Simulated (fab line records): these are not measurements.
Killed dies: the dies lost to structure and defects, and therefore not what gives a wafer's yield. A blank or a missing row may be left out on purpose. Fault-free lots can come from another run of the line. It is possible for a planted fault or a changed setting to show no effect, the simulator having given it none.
Problem report, 8D (eight disciplines) form, completed by code / flow sky130 / the parts of the form that need people (team, actions taken, sign-off) are left out

## 1. WHAT IS WRONG
A mean of 1083 W is read at SKY_VIA2_ETCH_15 for bias w, taken on 1 wafer of 1 lot, against 1200 W (standard deviation 3.2) on wafers free of any fault. That puts it -37 standard deviations away from the usual mean.
The step: etches SiO2 in C4F8/O2/Ar, stops on TiN, target depth 546 nm, time 84 s.
First observed at day 39 16:04: wafer L216.5, on rie diel-01. The record holds 36 wafers of 12 lots with a number at this step. Rule for "out", or "out of limits": more than 4 standard deviations from the usual mean. The other wafers with a number count as sound.

## 2. WHAT IT IS, WHAT IT ISN'T
question=which readings at this step | is=bias w | is not=oes product au
question=which lots | is=L216 | is not=L207, L208, L209, L213, L221, L223, L224, L225, L226, L229, L230
question=which wafers of those lots | is=L216.5 | is not=L216.2, L216.3
question=read on which tools | is=rie diel-01 | is not=rie diel-02, rie diel-04
question=when | is=from day 39 16:04 | is not=up to then (14 sound wafers); but 21 sound wafers of L221, L223, L224, L225, L226, L229, L230 came after

## 3. SUSPECTS, AND WHAT RULES EACH OUT
Counting: a tool at a process step up to the reading stays a suspect if it ran every lot that is out. Sound lots after the first of them don't rule it out here, since some wafers of a struck lot are sound.
- rie metal-04 at SKY_METAL2_DESCUM_17 (chemistry O2, time 8 s): kept. L216, the lot that is out, went through it at day 38 13:26; up to then, the latest sound lot through it was L207 at day 35 02:59.
- rie diel-01 at SKY_VIA2_ETCH_15 (etches SiO2 in C4F8/O2/Ar, stops on TiN, target depth 546 nm, time 84 s): kept. L216, the lot that is out, went through it at day 39 16:04; up to then, the latest sound lot through it was L213 at day 38 05:02. Out on those wafers are its own readings of bias w.
- rie diel-01, SKY_VIA2_ETCH_15: wafers that are out in chamber 3, sound lot-mates in chambers 0, 1.
After counting, rie metal-04 at SKY_METAL2_DESCUM_17 and rie diel-01 at SKY_VIA2_ETCH_15 remain.

## 4. THE CAUSE (what the simulator had put in)
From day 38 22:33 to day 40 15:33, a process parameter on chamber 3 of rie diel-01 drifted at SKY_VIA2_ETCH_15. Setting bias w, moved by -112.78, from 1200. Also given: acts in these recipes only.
After counting, 2 suspects remain, this tool included.

## 5. THE EFFECT CHAIN, in route order
Each row: a reading where the mean over the struck wafers with a number is more than 3 standard deviations away from the usual. Scope: only readings with a usual standard deviation given in the record; hours: median across lots of the time from each lot's start at the first step in this table that gives one to its start at this step; sigmas: change in usual standard deviations.
hours=0; step=SKY_VIA2_ETCH_15; reading=bias w; usual=1200 W; on struck wafers=1083; change=-117; sigmas=-37
Process steps it contains:
- SKY_VIA2_ETCH_15: etches SiO2 in C4F8/O2/Ar, stops on TiN, target depth 546 nm, time 84 s.
Later measuring or inspecting steps at which every struck wafer that the step has a row for has a number for every such reading, and none has moved that far: SKY_VIA2_THK_MEAS_23.

## 6. HOW IT WOULD HAVE BEEN CAUGHT EARLIER
First out-of-limits reading in this record: day 39 16:04, which is 18 hours after fault onset at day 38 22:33.
